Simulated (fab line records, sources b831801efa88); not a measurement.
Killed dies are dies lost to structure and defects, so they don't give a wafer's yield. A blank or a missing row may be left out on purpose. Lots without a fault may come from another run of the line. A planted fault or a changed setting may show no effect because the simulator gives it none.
Chamber matching | flow sky130 | SKY_VIA2_CMP_24 on cmp-02: 4 sister chambers
The step polishes, stops on SiO2, t overpolish 20 s, target thk 0 nm. 4 wafers are shown with their chamber, then 10 later ones without.

WAFERS WITH THEIR CHAMBER
wafer  | chamber | motor_current_A (A)
L084.3 | 0       | 12.6
L085.1 | 1       | 10.2
L090.2 | 3       | 11.7
L090.3 | 2       | 11.5

WAFERS WITHOUT THEIR CHAMBER
wafer  | motor_current_A (A)
L090.4 | 12.1
L091.2 | 12.2
L091.3 | 11.8
L091.5 | 10.4
L092.2 | 12.1
L092.4 | 12.0
L092.5 | 11.8
L096.1 | 10.2
L096.2 | 10.6
L096.6 | 10.1

WHICH CHAMBER EACH WENT THROUGH
wafer  | from the rows above          | in truth
L090.4 | can't be placed: 3 or 0 or 2 | 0
L091.2 | can't be placed: 0 or 3 or 2 | 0
L091.3 | can't be placed: 3 or 2      | 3
L091.5 | 1                            | 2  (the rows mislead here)
L092.2 | can't be placed: 3 or 0 or 2 | 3
L092.4 | can't be placed: 3 or 2 or 0 | 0
L092.5 | can't be placed: 3 or 2      | 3
L096.1 | 1                            | 1
L096.2 | can't be placed: 1 or 2      | 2
L096.6 | 1                            | 1
Placed correctly: 2 of 10. Can't be placed from these rows: 7 (the true chamber is among the candidates in 7). Placed wrongly: 1.
How it was worked out, from the rows above alone: a wafer's distance from a chamber is the root of the sum, over the readings, of the square of ((its reading less the chamber's mean) divided by the reading's scatter). The wafer belongs to the nearest chamber; if the next one is less than 2 further off, it can't be placed. A chamber's mean is the mean of its shown wafers. The scatter: with one shown wafer a chamber, the root of the mean of the squares of how far each hidden wafer lies from its nearest shown one.
